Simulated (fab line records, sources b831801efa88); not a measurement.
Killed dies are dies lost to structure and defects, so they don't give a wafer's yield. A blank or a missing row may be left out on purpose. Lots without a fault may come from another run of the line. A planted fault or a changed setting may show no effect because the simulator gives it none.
Which tool did it? | flow gf180mcu | 12 lots, 36 wafers sampled, at 4 steps of a route of 602

WHAT THE GAUGES READ, wafer by wafer
GF_V1_RS_MEAS_24: measures by four-point-probe. Usual: V1_W_RS 0.327 ohm/sq, standard deviation 0.0044.
lot  | measured     | on            | V1_W_RS (ohm/sq)  | flag
L115 | day 18 03:13 | film_metro-03 | 0.329 0.325 0.324 |
L118 | day 19 12:04 | film_metro-02 | 0.323 0.327 0.329 |
L119 | day 19 18:22 | film_metro-01 | 0.329 0.330 0.331 |
L120 | day 19 23:43 | film_metro-02 | 0.330 0.329 0.332 |
L121 | day 20 23:27 | film_metro-01 | 0.319 0.330 0.326 |
L123 | day 21 06:35 | film_metro-03 | 0.327 0.327 0.325 |
L129 | day 23 11:13 | film_metro-01 | 0.327 0.331 0.332 |
L130 | day 23 21:36 | film_metro-03 | 0.325 0.332 0.319 |
L134 | day 24 23:52 | film_metro-01 | 0.326 0.330 0.331 |
L135 | day 25 08:11 | film_metro-03 | 0.325 0.318 0.329 |
L137 | day 26 01:18 | film_metro-01 | 0.321 0.327 0.331 |
L138 | day 26 01:58 | film_metro-02 | 0.319 0.323 0.320 |

GF_M2_CD_MEAS_14: target cd 280 nm. Usual: cd_nm 279.6 nm, standard deviation 1.2.
lot  | measured     | on        | cd_nm (nm)        | flag
L115 | day 19 03:07 | cd_sem-02 | 280.6 282.4 279.9 |
L118 | day 20 13:16 | cd_sem-01 | 278.4 278.8 278.3 |
L119 | day 20 18:47 | cd_sem-01 | 278.8 278.5 279.6 |
L120 | day 21 00:34 | cd_sem-02 | 281.0 282.8 280.3 |
L121 | day 21 23:53 | cd_sem-01 | 278.0 278.7 279.5 |
L123 | day 22 06:40 | cd_sem-01 | 280.3 281.1 279.6 |
L129 | day 24 10:42 | cd_sem-02 | 277.7 238.1 261.9 | OFF
L130 | day 24 19:31 | cd_sem-02 | 281.3 281.6 280.1 |
L134 | day 25 20:55 | cd_sem-02 | 277.6 278.0 278.5 |
L135 | day 26 05:37 | cd_sem-02 | 280.1 280.6 279.9 |
L137 | day 26 21:53 | cd_sem-02 | 280.7 280.7 280.9 |
L138 | day 26 22:51 | cd_sem-01 | 277.7 277.4 277.9 |

WHICH TOOL RAN EACH LOT (tool, then ch and the chambers of the sampled wafers, then the start)
lot  | GF_V1_CVD_23                  | GF_M2_EXPOSE_11
L115 | cvd_w-02 ch 0,1, day 18 03:05 | krf_scanner-02 ch 0, day 18 15:49
L118 | cvd_w-01 ch 0,1, day 19 11:56 | krf_scanner-02 ch 0, day 20 01:09
L119 | cvd_w-01 ch 0,1, day 19 18:16 | krf_scanner-01 ch 0, day 20 07:15
L120 | cvd_w-01 ch 0,1, day 19 23:36 | krf_scanner-01 ch 0, day 20 12:58
L121 | cvd_w-02 ch 0,1, day 20 23:20 | krf_scanner-01 ch 0, day 21 11:50
L123 | cvd_w-01 ch 0,1, day 21 06:28 | krf_scanner-01 ch 0, day 21 19:20
L129 | cvd_w-01 ch 0,1, day 23 11:05 | krf_scanner-02 ch 0, day 23 23:49
L130 | cvd_w-02 ch 0,1, day 23 21:29 | krf_scanner-01 ch 0, day 24 09:14
L134 | cvd_w-01 ch 0,1, day 24 23:46 | krf_scanner-01 ch 0, day 25 11:11
L135 | cvd_w-02 ch 0,1, day 25 08:04 | krf_scanner-01 ch 0, day 25 19:01
L137 | cvd_w-02 ch 0,1, day 26 01:11 | krf_scanner-01 ch 0, day 26 12:21
L138 | cvd_w-02 ch 0,1, day 26 01:50 | krf_scanner-01 ch 0, day 26 12:41
- GF_V1_CVD_23: deposits W, target thk 350 nm, time 105.05 s.
- GF_M2_EXPOSE_11: exposes mask Metal2, target cd 280 nm.

WHAT THE TOOLS THEMSELVES READ (means of the sampled wafers that have a number; where no wafer has one, the mark that the record gives instead)
GF_V1_CVD_23. Usual: heater_power_w 796 W, standard deviation 50.
lot  | tool     | heater_power_w (W) | flag
L115 | cvd_w-02 | 786                |
L118 | cvd_w-01 | 813                |
L119 | cvd_w-01 | 820                |
L120 | cvd_w-01 | 828                |
L121 | cvd_w-02 | 792                |
L123 | cvd_w-01 | 826                |
L129 | cvd_w-01 | 781                |
L130 | cvd_w-02 | 804                |
L134 | cvd_w-01 | 847                |
L135 | cvd_w-02 | 787                |
L137 | cvd_w-02 | 794                |
L138 | cvd_w-02 | 794                |

GF_M2_EXPOSE_11. Usual: exposure_dose_mJ_cm2 27.993, standard deviation 0.026; reticle_temp_C 23.00 C, standard deviation 0.1.
lot  | tool           | exposure_dose_mJ_cm2 | reticle_temp_C (C) | flag
L115 | krf_scanner-02 | 27.997               | 22.99              |
L118 | krf_scanner-02 | 28.007               | 22.97              |
L119 | krf_scanner-01 | 28.033               | 23.00              |
L120 | krf_scanner-01 | 27.983               | 23.09              |
L121 | krf_scanner-01 | 27.995               | 22.86              |
L123 | krf_scanner-01 | 28.003               | 23.01              |
L129 | krf_scanner-02 | 27.162               | 22.94              | OFF
L130 | krf_scanner-01 | 27.964               | 23.00              |
L134 | krf_scanner-01 | 27.988               | 23.05              |
L135 | krf_scanner-01 | 27.988               | 23.04              |
L137 | krf_scanner-01 | 28.012               | 22.98              |
L138 | krf_scanner-01 | 28.024               | 22.87              |

THE ANSWER, worked out from the rows above alone
Rule: a lot is off if the mean of its wafers that have a number lies more than 3 standard deviations from the usual mean. A lot without any number at a reading at which 4 lots or more have one is off too. The other lots that the step has rows for count as sound. The gauges are gone through in route order, then the tools' own readings, and for those a lot's mean is taken as printed above. The first step at which some lot is off is used, and at that step the reading that is off furthest; a lot without a number counts as furthest.
Off: L129, at GF_M2_CD_MEAS_14 (cd_nm).
A tool fits if, at a process step before that reading, it ran every lot that is off, and no sound lot after the first of them. The gauges at GF_M2_CD_MEAS_14 aren't tried: what is off there is off at GF_M2_EXPOSE_11 too, on other tools, and a gauge's error can't cause that. One fits: krf_scanner-02 at GF_M2_EXPOSE_11. Its last sound lot is L118 (day 20 01:09), its first lot that is off L129 (day 23 23:49): a fault that began between those two fits.
The tool's own readings at GF_M2_EXPOSE_11 bear it out: on the lots that are off they differ by more than 5 times the standard deviation of the sound lots' means. exposure_dose_mJ_cm2 reads 27.162 there against 27.999 on the sound lots.

WHAT THE SIMULATOR HAD PUT IN
Process parameter drift: krf_scanner-02, from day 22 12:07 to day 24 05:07, at GF_M2_EXPOSE_11. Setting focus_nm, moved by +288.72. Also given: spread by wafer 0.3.
Lots struck among those shown: L129. The rule above found the same.
